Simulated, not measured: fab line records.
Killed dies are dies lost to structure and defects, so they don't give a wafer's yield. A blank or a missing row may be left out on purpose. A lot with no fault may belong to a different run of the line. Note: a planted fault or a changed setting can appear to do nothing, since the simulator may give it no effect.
fab line records ; flow sky130
record lots=5; wafers=15; lastDay=50
route steps=708 shown PWDE@48 NWELL@56 PAD_OPEN@708
lots with no fault: from the same line, run without faults
startH: start of the lot's first displayed wafer, in hours after the record's first day ; waitH: hours since the lot's step before ; " unchanged from the row above ; L1.1+2: a single row standing in for several wafers ; - no value, or no start given ; * or withheld: withheld ; < > ~ a bound
route shown NAME@n: names a module that has steps shown in the file, with the first one's number in the route ; usual: mean/standard deviation taken from wafers without a fault ; same: alike in all rows ; chamber/n: place in a boat ; sites: each site's reading ; _std_site: standard deviation across them ; _edge_site: the outer-site mean with the inner-site mean subtracted ; radiusMm: how far each site lies from the wafer's centre ; mask NAME#n: copy n ; behind: tool/chamber where the wafer was last shaped ; hold: why the lot went on hold/how many hours it stayed there/how the hold came to an end ; device: the transistor (n, p or np) that didn't switch ; end of line: tests run on the same wafers once the route is complete ; step lacking rows: just its recipe ; killed: not the wafer's yield, but the dies lost to structure and defects at the first sort ; map: dies across one wafer; x = killed, . = not, _ = none there
set.NAME: the setting the step ran with; set.NAME@STEP: the setting that earlier step ran with ; model.NAME: the simulator's own value behind a step, which no gauge read
lots at some steps of the route; a table a step, a row a wafer
services: a tool's chamber out of use, with start hour (startH, from the record's first day; less than 0 if before it), hours out, and reason
## steps
# step SKY_PWDE_SOFTBAKE_03
# recipe tempC=110; timeS=withheld
# step SKY_PWDE_EXPOSE_04
# recipe maskId=PWDEM; na=0.6; sourceShape=conventional; sigmaOuter=0.6; polarization=unpolarized; targetCdNm=840; doseMj=214
# step SKY_PWDE_PEB_05
# recipe tempC=115; timeS=withheld
# step SKY_PWDE_DEVELOP_06
# recipe wallAngleDeg=90; developer=TMAH; developTimeS=60; devTempC=23
# step SKY_PWDE_OVL_MEAS_07
# usual PWDE_OVL=0.8/1.7
lot.wafer;tool;chamber;startH;waitH;PWDE_OVL[nm]
L712.1;overlay-01;-;76.29;-;-1.1
L712.4;overlay-01;-;76.29;-;-0.2
L712.6;overlay-01;-;76.29;-;1.0
L723.1;overlay-02;-;137.72;-;-1.1
L723.3;overlay-02;-;137.72;-;-0.4
L723.4;overlay-02;-;137.72;-;0.1
L726.1;overlay-01;-;152.33;-;3.8
L726.3;overlay-01;-;152.33;-;0.3
L726.5;overlay-01;-;152.33;-;2.7
L728.4;overlay-02;-;165.30;-;1.1
L728.5;overlay-02;-;165.30;-;3.4
L728.6;overlay-02;-;165.30;-;1.0
L734.2;overlay-01;-;201.29;-;3.6
L734.3;overlay-01;-;201.29;-;4.0
L734.5;overlay-01;-;201.29;-;1.6
# step SKY_PWDE_IMPLANT_08
# recipe species=B; energyKev=150; doseCm2=3.6e+12; tiltDeg=withheld
# step SKY_PWDE_STRIP_09
# recipe chemistry=O2/N2; powerW=1400; pressureMtorr=1500; platenTempC=withheld; o2FlowSccm=3000; n2FlowSccm=300; overashFraction=0.5
# usual drypumpMotorCurrentA=5.68/0.18; oesProductAu=0.722/0.0049; stripTimeToEndpointS=36.97/0.13
lot.wafer;tool;chamber;startH;waitH;drypumpMotorCurrentA;oesProductAu;rfHoursCounterH;stripTimeToEndpointS
L712.1;plasmaAsher-01;0;76.47;0.1;5.94;0.719;39;37.01
L712.4;plasmaAsher-01;1;76.47;0.1;5.46;0.713;-;37.04
L712.6;plasmaAsher-01;1;76.47;0.1;5.45;0.721;-;37.03
L723.1;plasmaAsher-02;0;137.90;0.1;5.63;0.729;2;36.97
L723.3;plasmaAsher-02;0;137.90;0.1;5.64;0.722;-;36.92
L723.4;plasmaAsher-02;1;137.90;0.1;5.65;0.712;-;36.88
L726.1;plasmaAsher-01;0;152.52;0.1;5.94;0.716;47;36.83
L726.3;plasmaAsher-01;0;152.52;0.1;5.94;0.726;-;36.87
L726.5;plasmaAsher-01;0;152.52;0.1;5.94;0.730;-;36.72
L728.4;plasmaAsher-02;0;165.50;0.1;5.68;0.721;-;36.78
L728.5;plasmaAsher-02;0;165.50;0.1;5.68;0.715;-;36.78
L728.6;plasmaAsher-02;1;165.50;0.1;5.63;0.723;-;36.76
L734.2;plasmaAsher-03;1;201.47;0.1;5.90;0.724;52;37.03
L734.3;plasmaAsher-03;0;201.47;0.1;5.54;0.722;-;36.93
L734.5;plasmaAsher-03;0;201.47;0.1;5.53;0.724;-;36.95
# step SKY_PWDE_TW_MEAS_10
# usual PWDE_TW=372/4.3
lot.wafer;tool;chamber;startH;waitH;PWDE_TW
L712.1;filmMetro-01;-;76.57;0.1;368
L712.4;filmMetro-01;-;76.57;0.1;367
L712.6;filmMetro-01;-;76.57;0.1;367
L723.1;filmMetro-02;-;138.00;0.1;370
L723.3;filmMetro-02;-;138.00;0.1;369
L723.4;filmMetro-02;-;138.00;0.1;370
L726.1;filmMetro-02;-;152.62;0.1;368
L726.3;filmMetro-02;-;152.62;0.1;368
L726.5;filmMetro-02;-;152.62;0.1;369
L728.4;filmMetro-01;-;165.60;0.1;371
L728.5;filmMetro-01;-;165.60;0.1;370
L728.6;filmMetro-01;-;165.60;0.1;370
L734.2;filmMetro-01;-;201.58;0.1;372
L734.3;filmMetro-01;-;201.58;0.1;371
L734.5;filmMetro-01;-;201.58;0.1;372
# step SKY_NWELL_DEHYDRATE_03
# recipe tempC=200; timeS=60
# step SKY_NWELL_HMDS_04
# recipe primeTimeS=60; primeTempC=120
# step SKY_NWELL_COAT_05
# recipe spinRpm=2000; resistThkNm=3000
# step SKY_NWELL_SOFTBAKE_06
# recipe tempC=110; timeS=withheld
# step SKY_NWELL_EXPOSE_07
# recipe maskId=NWM; na=0.6; sourceShape=conventional; sigmaOuter=0.6; polarization=unpolarized; targetCdNm=840; doseMj=255
# usual focusOffsetNm=0.0/0.48
lot.wafer;tool;chamber;startH;waitH;mask;focusOffsetNm
L712.1;ilineStepper-01;0;84.77;-;NWM#0;0.5
L712.4;ilineStepper-01;0;84.77;-;NWM#0;-0.2
L712.6;ilineStepper-01;0;84.77;-;NWM#0;-0.2
L723.1;ilineStepper-01;0;147.26;-;NWM_R1#0;0.2
L723.3;ilineStepper-01;0;147.26;-;NWM_R1#0;0.9
L723.4;ilineStepper-01;0;147.26;-;NWM_R1#0;-0.1
L726.1;ilineStepper-02;0;162.58;-;NWM#0;0.6
L726.3;ilineStepper-02;0;162.58;-;NWM#0;1.0
L726.5;ilineStepper-02;0;162.58;-;NWM#0;0.2
L728.4;ilineStepper-01;0;176.00;-;NWM#0;0.5
L728.5;ilineStepper-01;0;176.00;-;NWM#0;-0.3
L728.6;ilineStepper-01;0;176.00;-;NWM#0;-0.5
L734.2;ilineStepper-01;0;212.41;-;NWM#0;-0.2
L734.3;ilineStepper-01;0;212.41;-;NWM#0;0.3
L734.5;ilineStepper-01;0;212.41;-;NWM#0;0.1
# step SKY_NWELL_PEB_08
# recipe tempC=115; timeS=withheld
# step SKY_PAD_OPEN_PROBE_99
# usual killed_at_M0_to_M3=44/7.2; killed_at_M4_up=3.0/1.9; killedAtContacts=25/4.8; killedAtFrontEnd=16/4.2; killedAtOther=0.2/0.44; killedDies=88/9.3; killedOpen=48/7.1; killedShort=40/6.5
# same grossDies=492; killedAtBackSide=0
lot.wafer;tool;chamber;startH;waitH;killed_at_M0_to_M3;killed_at_M4_up;killedAtContacts;killedAtFrontEnd;killedAtOther;killedDies;killedOpen;killedShort;model.etest.nfet_16v.rOnOhmUm;model.etest.pfet_16v.rOnOhmUm;model.etest.resNwell.lineOhmUm;model.etest.resNwell.widthNm;model.etest.resIsoPwell.widthNm;model.etest.pfet_16v.driveUaUm;model.etest.isoNwellNwell.leakLog10AUm
L712.1;prober-01;-;1076.11;0.1;55;2;26;18;0;101;58;43;1.426e+04;1.59e+04;1205;827.9;2659;230.4;-13.74
L712.4;prober-01;-;1076.26;0.2;44;2;23;17;0;86;57;29;1.438e+04;1.592e+04;1199;831.8;2655;229.9;-14
L712.6;prober-01;-;1076.36;0.2;41;1;26;21;0;89;47;42;1.426e+04;1.567e+04;1194;826.6;2655;231.4;-13.85
L723.1;prober-02;-;1143.40;0.1;41;3;31;17;0;92;44;48;1.481e+04;1.469e+04;1172;742.7;2692;257.3;-13.77
L723.3;prober-02;-;1143.50;0.2;44;4;27;21;0;96;54;42;1.492e+04;1.478e+04;1172;747.7;2683;257.3;-13.74
L723.4;prober-02;-;1143.55;0.2;43;0;27;16;1;87;58;29;1.472e+04;1.443e+04;1154;747.5;2699;257.8;-13.73
L726.1;prober-01;-;1154.10;0.1;36;1;29;14;0;80;37;43;1.42e+04;1.533e+04;1172;820;2652;240.8;-13.73
L726.3;prober-01;-;1154.20;0.2;44;5;26;21;0;96;40;56;1.421e+04;1.539e+04;1170;823.1;2662;238.8;-13.76
L726.5;prober-01;-;1154.30;0.2;38;2;36;10;0;86;48;38;1.396e+04;1.54e+04;1189;826.7;2657;241.8;-13.82
L728.4;prober-01;-;1168.67;0.2;54;6;22;13;0;95;53;42;1.426e+04;1.503e+04;1137;827.3;2651;243.1;-13.85
L728.5;prober-01;-;1168.72;0.2;41;4;15;12;0;72;37;35;1.414e+04;1.499e+04;1124;833.1;2655;243.1;-13.64
L728.6;prober-01;-;1168.77;0.2;36;1;21;17;0;75;43;32;1.42e+04;1.532e+04;1150;832;2643;241.9;-13.73
L734.2;prober-01;-;1196.55;0.1;60;1;22;21;1;105;57;48;1.395e+04;1.526e+04;1187;842.7;2642;243.7;-13.7
L734.3;prober-01;-;1196.60;0.2;41;4;21;19;0;85;51;34;1.41e+04;1.518e+04;1141;840;2637;242.2;-13.67
L734.5;prober-01;-;1196.70;0.2;41;5;18;13;0;77;48;29;1.392e+04;1.494e+04;1138;834.9;2632;243.3;-13.78
# killed by level:class
L712.1 VIA1:geometricParticle:open=19 LI_CONTACT:geometricParticle:open=9 VIA1:geometricParticle:short=8 VIA3:geometricParticle:open=7 FIELD_ISO:geometricParticle:open=6 METAL2:geometricParticle:short=6 POLY_GATE:geometricParticle:open=5 CONTACT:geometricParticle:open=5
L712.4 CONTACT:geometricParticle:open=14 VIA1:geometricParticle:open=14 METAL2:geometricParticle:short=7 VIA2:geometricParticle:open=7 POLY_GATE:geometricParticle:open=6 VIA3:geometricParticle:open=6 CONTACT:geometricParticle:short=5 FIELD_ISO:geometricParticle:short=4
L712.6 METAL1:geometricParticle:short=10 CONTACT:geometricParticle:open=8 LI_CONTACT:geometricParticle:open=7 FIELD_ISO:geometricParticle:open=6 VIA2:geometricParticle:open=6 VIA1:geometricParticle:open=6 VIA1:geometricParticle:short=6 POLY_GATE:geometricParticle:short=5
L723.1 VIA1:geometricParticle:open=11 CONTACT:geometricParticle:open=11 CONTACT:geometricParticle:short=7 METAL1:geometricParticle:short=6 FIELD_ISO:geometricParticle:open=5 LOCAL_INTERCONNECT:geometricParticle:short=5 METAL2:geometricParticle:short=5 FIELD_ISO:geometricParticle:short=4
L723.3 CONTACT:geometricParticle:open=12 VIA3:geometricParticle:open=7 FIELD_ISO:geometricParticle:open=6 CONTACT:geometricParticle:short=6 METAL2:geometricParticle:short=6 VIA1:geometricParticle:open=6 POLY_GATE:geometricParticle:open=5 VIA1:geometricParticle:short=5
L723.4 CONTACT:geometricParticle:open=11 VIA3:geometricParticle:open=9 VIA1:geometricParticle:open=8 FIELD_ISO:geometricParticle:open=7 POLY_GATE:geometricParticle:open=5 LI_CONTACT:geometricParticle:open=5 CONTACT:geometricParticle:short=5 VIA2:geometricParticle:open=5
L726.1 LI_CONTACT:geometricParticle:short=7 LI_CONTACT:geometricParticle:open=7 CONTACT:geometricParticle:open=6 VIA1:geometricParticle:short=6 FIELD_ISO:geometricParticle:short=5 CONTACT:geometricParticle:short=5 VIA2:geometricParticle:open=5 VIA3:geometricParticle:open=5
L726.3 FIELD_ISO:geometricParticle:short=9 VIA1:geometricParticle:short=8 CONTACT:geometricParticle:open=7 METAL1:geometricParticle:short=7 VIA1:geometricParticle:open=7 LI_CONTACT:geometricParticle:open=6 LOCAL_INTERCONNECT:geometricParticle:short=6 VIA3:geometricParticle:open=6
L726.5 LOCAL_INTERCONNECT:geometricParticle:short=11 VIA1:geometricParticle:open=10 LI_CONTACT:geometricParticle:open=9 CONTACT:geometricParticle:open=8 METAL1:geometricParticle:short=7 POLY_GATE:geometricParticle:open=6 CONTACT:geometricParticle:short=6 VIA3:geometricParticle:open=6
L728.4 VIA1:geometricParticle:open=16 LOCAL_INTERCONNECT:geometricParticle:short=8 VIA2:geometricParticle:open=8 METAL1:geometricParticle:short=6 POLY_GATE:geometricParticle:open=5 LI_CONTACT:geometricParticle:open=5 VIA3:geometricParticle:open=5 CONTACT:geometricParticle:short=4
L728.5 VIA1:geometricParticle:open=11 VIA3:geometricParticle:open=10 METAL1:geometricParticle:short=7 LI_CONTACT:geometricParticle:open=4 LOCAL_INTERCONNECT:geometricParticle:short=4 VIA2:geometricParticle:open=4 METAL4:geometricParticle:short=4 FIELD_ISO:geometricParticle:short=3
L728.6 VIA1:geometricParticle:open=9 FIELD_ISO:geometricParticle:open=6 VIA3:geometricParticle:open=6 CONTACT:geometricParticle:open=6 METAL1:geometricParticle:short=6 POLY_GATE:geometricParticle:open=5 LOCAL_INTERCONNECT:geometricParticle:short=4 LI_CONTACT:geometricParticle:short=4
L734.2 VIA2:geometricParticle:open=13 CONTACT:geometricParticle:open=8 VIA1:geometricParticle:open=8 VIA2:geometricParticle:short=8 VIA3:geometricParticle:open=8 LI_CONTACT:geometricParticle:open=7 FIELD_ISO:geometricParticle:short=6 FIELD_ISO:geometricParticle:open=5
L734.3 LI_CONTACT:geometricParticle:open=8 CONTACT:geometricParticle:open=8 VIA3:geometricParticle:open=8 POLY_GATE:geometricParticle:open=6 METAL1:geometricParticle:short=6 VIA2:geometricParticle:open=6 FIELD_ISO:geometricParticle:short=5 METAL1:geometricParticle:open=5
L734.5 VIA1:geometricParticle:open=8 FIELD_ISO:geometricParticle:open=7 CONTACT:geometricParticle:open=7 VIA2:geometricParticle:open=5 LI_CONTACT:geometricParticle:open=5 CONTACT:geometricParticle:short=5 METAL1:geometricParticle:short=5 VIA1:geometricParticle:short=4
## services
tool;chamber;startH;hours;kind
ilineStepper-01;-;52.87;1.7;pm
ilineStepper-02;-;78.89;5.2;repair
plasmaAsher-01;-;105.20;1.6;repair
plasmaAsher-02;-;108.75;9.0;pm
plasmaAsher-02;0;108.75;9.0;ventCycle
plasmaAsher-02;1;108.75;9.0;ventCycle
plasmaAsher-02;0;117.75;-;clean
plasmaAsher-02;1;117.75;-;clean
ilineStepper-01;-;169.74;4.4;pm
## key
firstSign step=SKY_NWELL_EXPOSE_07; reading=mask; direction=changed
effect none on later readings
modelEffect step=SKY_PAD_OPEN_PROBE_99; value=etest.nfet_16v.rOnOhmUm; without=1.425e+04; struck=1.481e+04
metAt SKY_NWELL_EXPOSE_07
struckWafers L723.1,L723.3,L723.4
testerLeftOut L723
onsetBetween 84.77 147.26
fault kind=wrongMask; tool=any; chamber=-; onsetH=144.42; steps=SKY_NWELL_EXPOSE_07; auxCopy=NWM_R1#0; cdOffsetNm=-101; scope=struckLotsOnly
# testerLeftOut: of these lots the tester's yield and bins aren't shown, on N5 and GAA mostly nor the transistor test; their killed dies are dies lost to structure and defects alone, not to doping, threshold or leakage, so they don't give the yield
